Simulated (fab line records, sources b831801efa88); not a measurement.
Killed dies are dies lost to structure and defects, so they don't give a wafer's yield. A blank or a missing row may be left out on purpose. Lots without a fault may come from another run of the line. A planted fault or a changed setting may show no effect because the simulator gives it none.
Which tool did it? | flow gf180mcu | 6 lots, 18 wafers sampled, at 2 steps of a route of 602

WHAT THE GAUGES READ, wafer by wafer
GF_CONTACT_THK_MEAS_01.
lot  | measured     | on            | CONTACT_CVD_00_THK (nm)
L896 | day 15 13:46 | film_metro-02 | 299 298 299
L899 | day 17 01:35 | film_metro-02 | 297 293 300
L902 | day 18 07:07 | film_metro-04 | 302 301 305
L905 | day 19 01:26 | film_metro-04 | 301 299 298
L913 | day 22 01:52 | film_metro-03 | 302 299 300
L916 | day 22 22:00 | film_metro-04 | 301 297 296

WHICH TOOL RAN EACH LOT (tool, then ch and the chambers of the sampled wafers, then the start)
lot  | GF_SALICIDE_RTA_06
L896 | rtp_anneal-02 ch 0, day 15 13:25
L899 | rtp_anneal-01 ch 0, day 17 01:16
L902 | rtp_anneal-02 ch 0, day 18 06:48
L905 | rtp_anneal-02 ch 0, day 19 01:01
L913 | rtp_anneal-01 ch 0, day 22 01:32
L916 | rtp_anneal-02 ch 0, day 22 21:40
- GF_SALICIDE_RTA_06: time 30 s.

THE ANSWER, worked out from the rows above alone
Rule: what is usual is taken from the lots themselves. Put in order of their means at a reading, lots are off if they are a third of the lots or fewer, leave a main group of 4 or more, and stand apart from it by a gap of 3 or more times the standard deviation of the main group's means; of several such gaps the widest counts. A main group whose means are all the same, to the digits that the tables above print for the reading, isn't used. A lot without any number at a reading at which 4 lots or more have one is off too. The other lots that the step has rows for count as sound.
No lot is off at any reading shown: from this, nothing can be told.

WHAT THE SIMULATOR HAD PUT IN
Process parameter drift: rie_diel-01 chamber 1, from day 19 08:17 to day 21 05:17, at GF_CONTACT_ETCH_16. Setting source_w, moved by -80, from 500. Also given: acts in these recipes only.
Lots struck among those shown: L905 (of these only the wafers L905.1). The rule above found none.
